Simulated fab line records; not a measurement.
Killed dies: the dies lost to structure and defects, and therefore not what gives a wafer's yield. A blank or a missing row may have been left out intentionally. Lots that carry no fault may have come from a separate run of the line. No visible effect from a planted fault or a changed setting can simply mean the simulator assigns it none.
Chamber matching	flow gf180mcu	4 sister chambers for GF_CONTACT_CMP_27 on cmp-01
The step polishes, stops on SiO2, t overpolish 15 s, target thk 0 nm. 4 wafers are shown with their chamber, then 12 later ones without.

== WAFERS WITH THEIR CHAMBER ==
wafer	chamber	motorCurrentA (A)
L089.3	0	11.3
L089.4	1	10.8
L089.5	3	11.7
L089.6	2	11.0

== WAFERS WITHOUT THEIR CHAMBER ==
wafer	motorCurrentA (A)
L091.1	11.2
L091.4	11.0
L091.5	10.2
L092.4	10.1
L092.5	11.4
L092.6	10.8
L093.1	11.6
L093.3	12.0
L093.4	10.4
L095.1	10.8
L095.5	10.9
L095.6	11.5

== CHAMBER TAKEN BY EACH ==
wafer	from the rows above	in truth
L091.1	can't be placed: 0 or 2 or 1 or 3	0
L091.4	can't be placed: 2 or 1 or 0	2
L091.5	can't be placed: 1 or 2 or 0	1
L092.4	can't be placed: 1 or 2 or 0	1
L092.5	can't be placed: 0 or 3 or 2 or 1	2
L092.6	can't be placed: 1 or 2 or 0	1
L093.1	can't be placed: 3 or 0 or 2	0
L093.3	can't be placed: 3 or 0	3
L093.4	can't be placed: 1 or 2 or 0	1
L095.1	can't be placed: 1 or 2 or 0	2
L095.5	can't be placed: 1 or 2 or 0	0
L095.6	can't be placed: 0 or 3 or 2 or 1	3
Correctly placed: 0 of 12. Not placeable from these rows: 12 (in 12, the candidates include the true chamber). Placed wrongly: 0.
How it was worked out, from the rows above alone: a wafer's distance from a chamber is the root of the sum, over the readings, of the square of ((its reading less the chamber's mean) divided by the reading's scatter). If the next closest chamber is less than 2 further off than the closest, the wafer can't be placed; otherwise it belongs to the closest. The mean given for a chamber averages the wafers shown for that chamber. The scatter (one wafer shown for each chamber): square how far every hidden wafer sits from the nearest shown wafer, average those squares and take the square root.
